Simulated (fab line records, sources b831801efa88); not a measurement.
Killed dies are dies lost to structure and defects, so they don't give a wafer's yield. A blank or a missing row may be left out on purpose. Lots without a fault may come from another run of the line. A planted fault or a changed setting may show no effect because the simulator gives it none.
fab line records | flow gf180mcu
record lots=14 wafers=42 last_day=34
route steps=602 shown LVPWELL@64 HV_LDD@212 CONTACT@291 M1@316
lots that met no fault: from a run of the same line without faults
start_h: hours from the record's first day to the start of the lot's first wafer shown | wait_h: hours since the lot's step before | " the same as in the row above | L1.1+2: a row that stands for several wafers | - no value, or no start given | * or withheld: withheld | < > ~ a bound
route shown NAME@n: a module of which the file shows steps, and the number in the route of the first | usual: mean/standard deviation of fault-free wafers | same: alike in all rows | chamber/n: place in a boat | sites: the reading at each site | _std_site: their standard deviation | _edge_site: outer sites' mean less inner sites' | radius_mm: how far each site lies from the wafer's centre | mask NAME#n: copy n | behind: the tool/chamber that last shaped the wafer | hold: why the lot was held/for how many hours/how that ended | device: the transistor (n, p or np) that didn't switch | end of line: the same wafers' tests at the end of the route | a step without rows: its recipe alone | killed: dies lost to structure and defects at the first sort, not the wafer's yield | map: a wafer's dies, x killed, . not, _ none there
set.NAME: the setting as run; set.NAME@STEP: as run at that earlier step | model.NAME: the simulator's own value behind a step, which no gauge read
steps of the route over a sample of lots; a table a step, a row a wafer
services: from which hour (start_h, from the record's first day; less than 0 if before it) a tool's chamber was out of use, for how many hours, and why
## steps
# step GF_LVPWELL_STRIP_10
# recipe chemistry=O2/N2 power_w=1400 pressure_mtorr=1500 platen_temp_c=250 o2_flow_sccm=3000 n2_flow_sccm=300 overash_fraction=0.5
# usual drypump_motor_current_A=6.0/0.36 heater_power_w=314/25 oes_product_au=0.722/0.0046 strip_time_to_endpoint_s=37.05/0.11
# columns lot.wafer tool chamber start_h wait_h drypump_motor_current_A heater_power_w oes_product_au rf_hours_counter_h strip_time_to_endpoint_s
L374.1 plasma_asher-02 1 71.20 0.1 6.2 325 0.732 26 37.09
L374.2 " 0 " " 5.7 307 0.722 26 37.09
L374.5 " 1 " " 6.2 329 0.718 - 37.07
L375.1 plasma_asher-04 0 74.79 0.1 6.3 337 0.724 41 37.00
L375.4 " 1 " " 6.2 320 0.731 - 36.96
L375.5 " 1 " " 6.3 316 0.716 - 36.89
L376.1 plasma_asher-02 0 85.40 0.1 5.6 301 0.720 28 37.01
L376.4 " 1 " " 6.2 339 0.724 - 37.06
L376.5 " 1 " " 6.2 320 0.715 - 37.01
L377.1 plasma_asher-01 0 86.04 0.1 6.2 240 0.717 42 37.15
L377.3 " 0 " " 6.2 242 0.727 - 37.22
L377.6 " 0 " " 6.2 239 0.713 - 37.06
L378.1 plasma_asher-02 1 94.10 0.1 6.2 324 0.717 29 36.78
L378.2 " 0 " " 5.6 311 0.710 29 36.86
L378.5 " 0 " " 5.7 309 0.716 - 36.96
L381.3 plasma_asher-04 1 111.07 0.1 6.3 318 0.726 - 37.06
L381.5 " 1 " " 6.3 310 0.717 - 36.87
L381.6 " 0 " " 6.3 337 0.715 - 36.88
L388.2 plasma_asher-04 0 147.10 0.1 6.3 331 0.716 49 37.09
L388.4 " 1 " " 6.3 311 0.724 - 37.08
L388.5 " 0 " " 6.3 334 0.722 - 37.15
L390.1 plasma_asher-04 1 158.85 0.1 6.3 313 0.722 50 37.19
L390.2 " 0 " " 6.3 332 0.720 50 37.15
L390.6 " 0 " " 6.3 328 0.718 - 37.02
L391.2 plasma_asher-02 0 166.34 0.1 5.7 303 0.719 36 36.98
L391.4 " 0 " " 5.7 301 0.724 - 37.07
L391.6 " 0 " " 5.7 304 0.720 - 37.06
L392.2 plasma_asher-04 0 169.65 0.1 6.3 327 0.719 51 36.82
L392.5 " 1 " " 6.2 315 0.721 - 36.87
L392.6 " 0 " " 6.3 331 0.723 - 36.85
L393.1 plasma_asher-01 1 175.74 0.1 5.1 331 0.720 6 36.90
L393.2 " 0 " " 6.2 242 0.729 6 37.09
L393.5 " 0 " " 6.2 244 0.719 - 36.91
L394.2 plasma_asher-02 0 180.54 0.1 5.7 300 0.720 38 37.18
L394.3 " 1 " " 6.1 332 0.715 - 37.11
L394.5 " 0 " " 5.7 299 0.724 - 37.15
L395.2 plasma_asher-04 1 189.94 0.1 6.2 305 0.725 53 37.21
L395.3 " 0 " " 6.3 331 0.722 - 37.17
L395.5 " 0 " " 6.3 331 0.717 - 37.14
L397.1 plasma_asher-04 1 198.54 0.1 6.2 306 0.723 54 37.09
L397.2 " 0 " " 6.3 330 0.724 54 37.26
L397.6 " 1 " " 6.3 308 0.725 - 37.17
# step GF_HV_LDD_IMPLANT_36
# recipe species=P energy_kev=60 dose_cm2=7.5e+12 tilt_deg=30 rotation_deg=270
# usual dose_ions_cm2=7.501e+12/8.9e+09 faraday_current_uA=42.3/0.87
# same implant_ion_amu=31
# columns lot.wafer tool chamber start_h wait_h dose_ions_cm2 faraday_current_uA
L374.1 implanter-03 0 255.76 0.1 7.48e+12 41.1
L374.2 " 0 " " 7.495e+12 41.1
L374.5 " 0 " " 7.481e+12 41.8
L375.1 implanter-03 0 263.92 0.1 7.485e+12 43.7
L375.4 " 0 " " 7.511e+12 42.2
L375.5 " 0 " " 7.499e+12 43.0
L376.1 implanter-04 0 274.12 0.1 7.488e+12 42.8
L376.4 " 0 " " 7.486e+12 41.4
L376.5 " 0 " " 7.501e+12 41.9
L377.1 implanter-04 0 276.81 0.1 7.502e+12 41.8
L377.3 " 0 " " 7.506e+12 43.0
L377.6 " 0 " " 7.507e+12 42.7
L378.1 implanter-04 0 285.96 0.1 7.97e+12 45.6
L378.2 " 0 " " 7.961e+12 45.8
L378.5 " 0 " " 7.969e+12 45.2
L381.3 implanter-04 0 311.61 0.1 7.973e+12 44.1
L381.5 " 0 " " 7.961e+12 45.2
L381.6 " 0 " " 7.963e+12 45.4
L388.2 implanter-02 0 362.69 0.1 7.504e+12 42.8
L388.4 " 0 " " 7.491e+12 42.1
L388.5 " 0 " " 7.496e+12 43.0
L390.1 implanter-04 0 378.31 0.1 7.497e+12 41.7
L390.2 " 0 " " 7.499e+12 43.0
L390.6 " 0 " " 7.507e+12 41.7
L391.2 implanter-04 0 393.94 0.1 7.483e+12 42.2
L391.4 " 0 " " 7.502e+12 42.5
L391.6 " 0 " " 7.492e+12 42.6
L392.2 implanter-03 0 394.08 0.1 7.504e+12 42.3
L392.5 " 0 " " 7.487e+12 41.9
L392.6 " 0 " " 7.508e+12 42.4
L393.1 implanter-02 0 402.05 0.1 7.496e+12 43.6
L393.2 " 0 " " 7.504e+12 42.8
L393.5 " 0 " " 7.493e+12 42.2
L394.2 implanter-02 0 407.38 0.1 7.492e+12 42.2
L394.3 " 0 " " 7.513e+12 40.5
L394.5 " 0 " " 7.505e+12 42.6
L395.2 implanter-02 0 422.83 0.1 7.497e+12 39.7
L395.3 " 0 " " 7.513e+12 41.8
L395.5 " 0 " " 7.484e+12 41.1
L397.1 implanter-04 0 436.10 0.1 7.497e+12 42.3
L397.2 " 0 " " 7.495e+12 42.9
L397.6 " 0 " " 7.505e+12 42.3
# step GF_CONTACT_CMP_04
# recipe material=SiO2 down_force_psi=4 platen_rpm=60 pad_velocity_m_s=0.94248
# usual motor_current_A=11.7/1 time_to_endpoint_s=112/6.9
# columns lot.wafer tool chamber start_h wait_h motor_current_A time_to_endpoint_s
L374.1 cmp-02 3 342.87 0.1 11.8 101
L374.2 " 1 " " 9.6 110
L374.5 " 3 " " 12.1 116
L375.4 cmp-01 0 350.02 0.0 10.6 109
L375.1 " 2 " " 11.9 111
L375.5 " 0 " " 9.8 106
L376.4 cmp-02 3 361.92 0.0 12.7 112
L376.1 " 2 " " 11.4 114
L376.5 " 3 " " 11.8 111
L377.3 cmp-02 3 365.27 0.0 11.9 100
L377.1 " 1 " " 9.6 101
L377.6 " 0 " " 13.4 114
L378.2 cmp-01 3 375.55 0.0 11.9 103
L378.1 " 0 " " 10.4 95
L378.5 " 0 " " 10.7 103
L381.3 cmp-02 3 405.96 0.1 12.7 115
L381.5 " 1 " " 10.0 115
L381.6 " 2 " " 12.5 124
L388.2 cmp-02 0 462.99 0.1 13.2 109
L388.4 " 1 " " 9.9 110
L388.5 " 2 " " 12.1 118
L390.2 cmp-02 0 480.31 0.0 12.7 106
L390.1 " 3 " " 11.5 104
L390.6 " 1 " " 9.8 112
L391.2 cmp-02 1 495.57 0.0 10.6 105
L391.4 " 2 " " 12.2 110
L391.6 " 1 " " 10.2 117
L392.2 cmp-02 0 496.15 0.0 13.1 116
L392.5 " 0 " " 12.6 122
L392.6 " 1 " " 10.3 116
L393.1 cmp-01 2 502.75 0.1 11.8 102
L393.2 " 0 " " 10.5 102
L393.5 " 2 " " 11.0 109
L394.2 cmp-01 2 507.81 0.0 11.9 105
L394.3 " 3 " " 10.9 103
L394.5 " 3 " " 11.0 108
L395.2 cmp-02 1 524.21 0.0 10.2 115
L395.3 " 0 " " 12.2 124
L395.5 " 2 " " 12.5 123
L397.2 cmp-02 2 536.88 0.1 11.8 112
L397.1 " 3 " " 11.8 104
L397.6 " 1 " " 9.7 111
# step GF_M1_SPUTTER_01
# recipe material=TiN target_thk_nm=30 power_w=6500 time_s=25 chamber_pressure_pa=0.4
# usual throttle_valve_pct=29.3/1
# columns lot.wafer tool chamber start_h wait_h throttle_valve_pct
L374.1 pvd_sputter-04 - 366.50 0.1 30.7
L374.2 " - " " 28.6
L374.5 " - " " 27.8
L375.1 pvd_sputter-03 - 373.65 0.1 30.2
L375.4 " - " " 29.0
L375.5 " - " " 29.8
L376.1 pvd_sputter-02 - 386.10 0.1 29.7
L376.4 " - " " 29.6
L376.5 " - " " 29.8
L377.1 pvd_sputter-03 - 389.79 0.1 30.0
L377.3 " - " " 30.1
L377.6 " - " " 31.4
L378.1 pvd_sputter-04 - 400.40 0.1 28.3
L378.2 " - " " 29.0
L378.5 " - " " 29.3
L381.3 pvd_sputter-04 - 432.40 0.1 27.8
L381.5 " - " " 27.8
L381.6 " - " " 28.6
L388.2 pvd_sputter-02 - 489.25 0.1 29.6
L388.4 " - " " 29.4
L388.5 " - " " 29.4
L390.1 pvd_sputter-04 - 506.01 0.1 28.1
L390.2 " - " " 30.7
L390.6 " - " " 27.6
L391.2 pvd_sputter-04 - 520.55 0.1 30.8
L391.4 " - " " 27.9
L391.6 " - " " 28.4
L392.2 pvd_sputter-03 - 521.44 0.1 30.1
L392.5 " - " " 29.0
L392.6 " - " " 30.0
L393.1 pvd_sputter-04 - 527.90 0.1 29.1
L393.2 " - " " 27.7
L393.5 " - " " 27.8
L394.2 pvd_sputter-04 - 532.70 0.1 29.2
L394.3 " - " " 28.5
L394.5 " - " " 29.3
L395.2 pvd_sputter-04 - 548.55 0.1 30.8
L395.3 " - " " 28.5
L395.5 " - " " 29.1
L397.1 pvd_sputter-04 - 560.54 0.1 28.6
L397.2 " - " " 30.8
L397.6 " - " " 30.6
## services
# columns tool chamber start_h hours kind
implanter-04 - 59.63 1.7 repair
implanter-04 - 62.11 1.4 repair
cmp-02 - 68.10 0.4 repair
implanter-04 - 101.98 6.5 pm
implanter-04 - 121.06 2.3 repair
implanter-04 - 125.00 57.1 pm
cmp-02 - 134.77 20.1 pm
cmp-02 - 158.05 2.4 repair
cmp-02 - 163.72 0.3 repair
plasma_asher-04 - 174.74 1.2 repair
implanter-04 - 203.15 5.5 pm
cmp-02 - 219.90 3.8 repair
cmp-02 - 223.69 5.9 pm
cmp-02 - 232.00 4.0 pm
cmp-02 - 264.98 0.7 repair
pvd_sputter-04 - 325.41 2.0 repair
cmp-02 - 351.81 0.5 repair
cmp-02 - 366.06 4.9 pm
cmp-02 - 376.04 1.6 repair
cmp-02 - 382.24 1.5 repair
cmp-02 - 426.71 0.7 repair
cmp-02 - 428.71 0.8 repair
cmp-02 - 451.25 3.4 repair
cmp-02 - 544.26 2.0 repair
## key
first_sign step=GF_HV_LDD_IMPLANT_36 reading=dose_ions_cm2 direction=up sigmas=52 usual=7.501e+12 struck=7.966e+12
effect step=GF_HV_LDD_IMPLANT_36 reading=faraday_current_uA direction=up sigmas=3.3 usual=42.3 struck=45.2
met_at GF_HV_LDD_IMPLANT_36
struck_lots L378,L381
tester_left_out L378,L381
not_acting_at GF_LVPWELL_STRIP_10,GF_CONTACT_CMP_04,GF_M1_SPUTTER_01
onset_between 276.81 285.96
fault kind=process_parameter_drift tool=implanter-04 chamber=- onset_h=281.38 steps=GF_HV_LDD_IMPLANT_36 channel=dose_cm2 offset=4.578e+11 shape=step end_h=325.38 acts_in=these_recipes_only stated=7.5e+12
# tester_left_out: of these lots the tester's yield and bins aren't shown, on N5 and GAA mostly nor the transistor test; their killed dies are dies lost to structure and defects alone, not to doping, threshold or leakage, so they don't give the yield
